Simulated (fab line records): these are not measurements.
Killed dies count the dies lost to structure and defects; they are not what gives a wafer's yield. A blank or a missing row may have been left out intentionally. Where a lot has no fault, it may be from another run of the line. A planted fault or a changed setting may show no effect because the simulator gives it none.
The tool behind it: which one? | flow gf180mcu | Sampling: 7 lots, 21 wafers, 2 of 602 route steps

WHAT EACH GAUGE READ, for each wafer
GF_VT_IMPLANT_TW_MEAS_43.
lot  | measured     | on           | VT_IMPLANT_4_TW
L780 | day 8 00:01  | filmMetro-01 | 689 694 692
L785 | day 9 14:01  | filmMetro-01 | 687 690 685
L788 | day 10 12:10 | filmMetro-04 | 684 689 684
L791 | day 11 02:11 | filmMetro-04 | 685 686 690
L796 | day 12 09:43 | filmMetro-02 | 697 698 698
L799 | day 13 05:48 | filmMetro-01 | 695 693 696
L801 | day 13 19:05 | filmMetro-01 | 697 694 694

EACH LOT AND THE TOOL THAT RAN IT (in order: tool; ch and the chambers of the sampled wafers; start)
lot  | GF_VT_IMPLANT_IMPLANT_41
L780 | implanter-01 ch 0, day 7 23:47
L785 | implanter-04 ch 0, day 9 13:48
L788 | implanter-03 ch 0, day 10 11:55
L791 | implanter-04 ch 0, day 11 01:56
L796 | implanter-01 ch 0, day 12 09:28
L799 | implanter-01 ch 0, day 13 05:33
L801 | implanter-01 ch 0, day 13 18:52
- GF_VT_IMPLANT_IMPLANT_41

THE ANSWER, worked out from the rows above alone
Rule: the lots themselves supply what counts as usual. The widest of any qualifying gaps counts: lots, ordered by their means at a reading, are off when they make up no more than a third of the lots, leave a main group of 4 or more, and stand apart from it by 3 or more times the standard deviation of that group's means. Not used: any main group whose means are identical at the precision the tables above print for the reading. Also off: a lot with no number at a reading for which 4 or more lots have one. The other lots that the step has rows for count as sound.
Nothing can be told from this: no lot is off at any reading shown.

WHAT WAS PUT IN BY THE SIMULATOR
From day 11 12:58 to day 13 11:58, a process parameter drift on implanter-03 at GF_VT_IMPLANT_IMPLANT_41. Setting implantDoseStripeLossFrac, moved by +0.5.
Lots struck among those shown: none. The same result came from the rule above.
